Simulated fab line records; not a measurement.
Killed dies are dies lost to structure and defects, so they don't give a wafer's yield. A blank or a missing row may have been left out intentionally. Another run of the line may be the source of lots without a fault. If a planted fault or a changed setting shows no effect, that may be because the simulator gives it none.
fab line records | flow sky130
record lots=6 | wafers=18 | last_day=50
route steps=708 shown CAPM@548 METAL3@555
lots that met no fault: taken from a fault-free run of the same line
start_h: hours from the record's opening day to when the first of the lot's shown wafers began | wait_h: hours elapsed since this lot's preceding step | " as in the row above | L1.1+2: several wafers, shown together as one row | - no value present, or no start provided | * or withheld: withheld | < > ~ a bound
route shown NAME@n: names a module that has steps shown in the file, with the first one's number in the route | usual: average and standard deviation across the fault-free wafers | same: alike in all rows | chamber/n: place in a boat | sites: readings site by site | _std_site: the standard deviation of these | _edge_site: mean of outer sites minus mean of inner sites | radius_mm: how far each site lies from the wafer's centre | mask NAME#n: copy n | behind: the last tool/chamber to shape the wafer | hold: cause of the lot's hold/its duration in hours/its outcome | device: the transistor (n, p or np) that didn't switch | end of line: tests of these same wafers at the route's end | a step with no rows: only its recipe | killed: dies lost to structure and defects at the first sort, not the wafer's yield | map: a wafer's dies, x killed, . not, _ none there
set.NAME: setting as actually run; set.NAME@STEP: the setting as run at that earlier step | model.NAME: the simulator's own value behind a step, which no gauge read
lots at selected steps of the route; one table per step, one row per wafer
services: from which hour (start_h, from the record's first day; less than 0 if before it) a tool's chamber was out of use, for how many hours, and why
## steps
# step SKY_CAPM_DEVELOP_11
# recipe resist=NOVOLAK | developer=TMAH | develop_time_s=60 | dev_temp_c=23
# step SKY_CAPM_OVL_MEAS_12
# usual CAPM_OVL=0.1/1.4
lot.wafer | tool       | chamber | start_h | wait_h | CAPM_OVL[nm]
L552.1    | overlay-01 | -       | 877.33  | 0.1    | -0.6
L552.4    | "          | -       | "       | "      | 0.5
L552.5    | "          | -       | "       | "      | 1.2
L563.2    | overlay-01 | -       | 956.98  | 0.1    | 2.2
L563.3    | "          | -       | "       | "      | 0.8
L563.5    | "          | -       | "       | "      | 2.6
L566.1    | overlay-01 | -       | 1007.54 | 0.1    | -0.8
L566.3    | "          | -       | "       | "      | -0.7
L566.6    | "          | -       | "       | "      | 0.4
L569.2    | overlay-01 | -       | 1007.64 | 0.1    | 0.1
L569.4    | "          | -       | "       | "      | -0.1
L569.6    | "          | -       | "       | "      | 0.0
L570.1    | overlay-02 | -       | 1008.23 | 0.1    | 2.5
L570.2    | "          | -       | "       | "      | 0.9
L570.5    | "          | -       | "       | "      | 2.3
L572.3    | overlay-02 | -       | 1034.49 | 0.1    | -3.1
L572.5    | "          | -       | "       | "      | -1.9
L572.6    | "          | -       | "       | "      | -1.0
# step SKY_CAPM_METAL_ETCH_13
# recipe target_depth_nm=220 | stop_on=SiO2 | chemistry=Cl2/BCl3 | target=TiN | pressure_mtorr=10 | icp_w=900 | bias_w=48.5 | Cl2_flow_sccm=60 | bcl3_flow_sccm=30 | time_s=62.9
# usual drypump_motor_current_A=5.44/0.23 | oes_product_au=0.942/0.0071 | throttle_valve_pct=21.900/0.0091
lot.wafer | tool         | chamber | start_h | wait_h | drypump_motor_current_A | oes_product_au | rf_hours_counter_h | throttle_valve_pct
L552.1    | rie_metal-01 | 1       | 877.37  | 0.0    | 5.75                    | 0.931          | 10                 | 21.904
L552.4    | "            | 0       | "       | "      | 5.17                    | 0.948          | -                  | 21.894
L552.5    | "            | 0       | "       | "      | 5.17                    | 0.938          | -                  | 21.896
L563.2    | rie_metal-03 | 1       | 957.04  | 0.0    | 5.31                    | 0.926          | -                  | 21.904
L563.3    | "            | 1       | "       | "      | 5.30                    | 0.945          | -                  | 21.907
L563.5    | "            | 1       | "       | "      | 5.29                    | 0.936          | -                  | 21.890
L566.1    | rie_metal-04 | 0       | 1007.57 | 0.0    | 5.65                    | 0.955          | 5                  | 21.917
L566.3    | "            | 0       | "       | "      | 5.67                    | 0.957          | -                  | 21.907
L566.6    | "            | 0       | "       | "      | 5.67                    | 0.949          | -                  | 21.894
L569.2    | rie_metal-03 | 1       | 1007.67 | 0.0    | 5.29                    | 0.949          | 18                 | 21.890
L569.4    | "            | 1       | "       | "      | 5.31                    | 0.938          | -                  | 21.892
L569.6    | "            | 0       | "       | "      | 5.58                    | 0.954          | -                  | 21.908
L570.1    | rie_metal-01 | 1       | 1008.26 | 0.0    | 5.76                    | 0.941          | 16                 | 21.907
L570.2    | "            | 0       | "       | "      | 5.19                    | 0.939          | 11                 | 21.898
L570.5    | "            | 0       | "       | "      | 5.18                    | 0.929          | -                  | 21.895
L572.3    | rie_metal-01 | 0       | 1034.54 | 0.0    | 5.17                    | 0.946          | -                  | 21.895
L572.5    | "            | 0       | "       | "      | 5.17                    | 0.947          | -                  | 21.884
L572.6    | "            | 1       | "       | "      | 5.81                    | 0.951          | -                  | 21.900
# step SKY_CAPM_STRIP_14
# recipe chemistry=O2/N2 | power_w=1400 | pressure_mtorr=1500 | platen_temp_c=withheld | o2_flow_sccm=3000 | n2_flow_sccm=300 | overash_fraction=0.5
# usual drypump_motor_current_A=5.6/0.41 | oes_product_au=0.710/0.0047 | strip_time_to_endpoint_s=12.64/0.031
# same overash_fraction=0.5
lot.wafer | tool            | chamber | start_h | wait_h | drypump_motor_current_A | oes_product_au | rf_hours_counter_h | strip_time_to_endpoint_s
L552.1    | plasma_asher-03 | 1       | 877.45  | 0.1    | 5.7                     | 0.707          | 103                | 12.62
L552.4    | "               | 0       | "       | "      | 5.5                     | 0.717          | -                  | 12.61
L552.5    | "               | 1       | "       | "      | 5.8                     | 0.711          | -                  | 12.64
L563.2    | plasma_asher-04 | 0       | 957.17  | 0.1    | 6.1                     | 0.714          | 20                 | 12.64
L563.3    | "               | 0       | "       | "      | 6.0                     | 0.711          | -                  | 12.61
L563.5    | "               | 0       | "       | "      | 6.1                     | 0.706          | -                  | 12.60
L566.1    | plasma_asher-03 | 1       | 1007.65 | 0.1    | 5.7                     | 0.707          | 117                | 12.69
L566.3    | "               | 1       | "       | "      | 5.7                     | 0.703          | -                  | 12.65
L566.6    | "               | 0       | "       | "      | 5.5                     | 0.702          | -                  | 12.65
L569.2    | plasma_asher-03 | 1       | 1007.75 | 0.1    | 5.8                     | 0.705          | 117                | 12.69
L569.4    | "               | 1       | "       | "      | 5.8                     | 0.711          | -                  | 12.69
L569.6    | "               | 0       | "       | "      | 5.5                     | 0.713          | -                  | 12.67
L570.1    | plasma_asher-04 | 1       | 1008.34 | 0.1    | 6.0                     | 0.711          | 26                 | 12.61
L570.2    | "               | 0       | "       | "      | 6.1                     | 0.709          | 26                 | 12.63
L570.5    | "               | 1       | "       | "      | 6.0                     | 0.710          | -                  | 12.64
L572.3    | plasma_asher-01 | 1       | 1034.62 | 0.1    | 5.3                     | 0.711          | -                  | 12.62
L572.5    | "               | 0       | "       | "      | 4.8                     | 0.716          | -                  | 12.61
L572.6    | "               | 1       | "       | "      | 5.3                     | 0.710          | -                  | 12.59
# step SKY_CAPM_STRIP_15
# recipe chemistry=post_etch_residue_remover | time_s=1200 | temp_c=72.5
# step SKY_CAPM_CLEAN_16
# recipe chemistry=IPA | time_s=180 | temp_c=25
# step SKY_CAPM_CLEAN_17
# recipe chemistry=O3/DIW | dry=n2_spin
# step SKY_METAL3_DEHYDRATE_05
# recipe temp_c=200 | time_s=60
# step SKY_METAL3_HMDS_06
# recipe prime_time_s=60 | prime_temp_c=120
# step SKY_METAL3_COAT_07
# recipe resist=BARC | temp_c=withheld | time_s=withheld | spin_rpm=3000 | resist_thk_nm=60
# step SKY_METAL3_COAT_08
# recipe resist=KrF-thick | spin_rpm=3000 | resist_thk_nm=1140
# step SKY_METAL3_SOFTBAKE_09
# recipe temp_c=100 | time_s=90 | resist=KrF-thick
# step SKY_METAL3_EXPOSE_10
# recipe mask_id=MM3 | na=0.68 | source_shape=annular | sigma_inner=0.4 | sigma_outer=0.8 | target_cd_nm=300 | dose_mj=28
# usual exposure_dose_mJ_cm2=28.001/0.028 | focus_offset_nm=0.1/0.47
lot.wafer | tool           | chamber | start_h | wait_h | mask  | exposure_dose_mJ_cm2 | focus_offset_nm
L552.1    | krf_scanner-02 | 0       | 890.48  | -      | MM3#0 | 28.013               | 0.2
L552.4    | "              | 0       | "       | "      | MM3#0 | 28.038               | 0.1
L552.5    | "              | 0       | "       | "      | MM3#0 | 28.028               | 0.0
L563.2    | krf_scanner-01 | 0       | 970.37  | -      | MM3#0 | 28.001               | 0.1
L563.3    | "              | 0       | "       | "      | MM3#0 | 28.004               | -0.3
L563.5    | "              | 0       | "       | "      | MM3#0 | 28.056               | -0.4
L566.1    | krf_scanner-02 | -       | 1019.95 | -      | MM3#0 | -                    | -
L566.3    | "              | -       | "       | "      | MM3#0 | -                    | -
L566.6    | "              | -       | "       | "      | MM3#0 | -                    | -
L569.2    | krf_scanner-01 | -       | 1020.21 | -      | MM3#0 | -                    | -
L569.4    | "              | -       | "       | "      | MM3#0 | -                    | -
L569.6    | "              | -       | "       | "      | MM3#0 | -                    | -
L570.1    | krf_scanner-01 | 0       | 1020.63 | -      | MM3#0 | 28.026               | 0.8
L570.2    | "              | 0       | "       | "      | MM3#0 | 28.030               | 1.1
L570.5    | "              | 0       | "       | "      | MM3#0 | 27.978               | 0.4
L572.3    | krf_scanner-02 | 0       | 1046.55 | -      | MM3#0 | 27.987               | 0.9
L572.5    | "              | 0       | "       | "      | MM3#0 | 27.954               | -0.1
L572.6    | "              | 0       | "       | "      | MM3#0 | 27.976               | 0.4
# step SKY_METAL3_PEB_11
# recipe peb_temp_c=withheld | peb_time_s=withheld | resist=KrF-thick
## services
tool            | chamber | start_h | hours | kind
plasma_asher-01 | -       | 856.11  | 14.6  | pm
krf_scanner-02  | -       | 858.85  | 1.3   | pm
plasma_asher-03 | -       | 865.08  | 4.4   | repair
plasma_asher-01 | -       | 884.01  | 5.9   | repair
rie_metal-04    | -       | 884.68  | 2.8   | pm
krf_scanner-01  | -       | 888.30  | 1.3   | pm
krf_scanner-01  | -       | 894.17  | 1.0   | pm
krf_scanner-02  | -       | 896.46  | 1.0   | pm
rie_metal-04    | 0       | 899.20  | -     | clean
rie_metal-04    | 0       | 899.20  | 19.6  | scheduled_down
rie_metal-04    | 0       | 899.20  | 19.6  | vent_cycle
krf_scanner-01  | -       | 909.45  | 1.7   | repair
rie_metal-03    | -       | 911.09  | 14.6  | pm
krf_scanner-01  | -       | 918.50  | 0.8   | pm
plasma_asher-04 | -       | 923.37  | 15.6  | pm
rie_metal-03    | 0       | 937.24  | -     | clean
rie_metal-03    | 0       | 937.24  | 23.4  | scheduled_down
rie_metal-03    | 0       | 937.24  | 23.4  | vent_cycle
rie_metal-01    | -       | 976.24  | 2.8   | pm
krf_scanner-02  | -       | 976.47  | 3.0   | pm
krf_scanner-02  | -       | 984.20  | 3.2   | repair
krf_scanner-02  | -       | 1007.15 | 0.8   | pm
krf_scanner-02  | -       | 1034.75 | 1.3   | pm
## key
first_sign step=SKY_METAL3_EXPOSE_10 | reading=tool_record | direction=missing
effect none on later readings
met_at SKY_METAL3_EXPOSE_10
struck_wafers L566.1,L566.3,L566.6,L569.2,L569.4,L569.6
later_rows_left_out L566.1,L566.3,L566.6,L569.2,L569.4,L569.6
sort_left_out L566.1,L566.3,L566.6,L569.2,L569.4,L569.6
onset_between 970.37 1019.95
fault kind=skipped_step_whole | tool=krf_scanner-01,krf_scanner-02 | chamber=- | onset_h=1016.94 | steps=SKY_METAL3_EXPOSE_10 | scope=struck_lots_only
# sort_left_out: the simulated sort isn't trusted on such a fault, so these wafers' sort isn't shown, and their yield isn't known
# later_rows_left_out: the simulator's readings of these wafers behind a module that went badly wrong aren't trusted and aren't shown, but for the sort
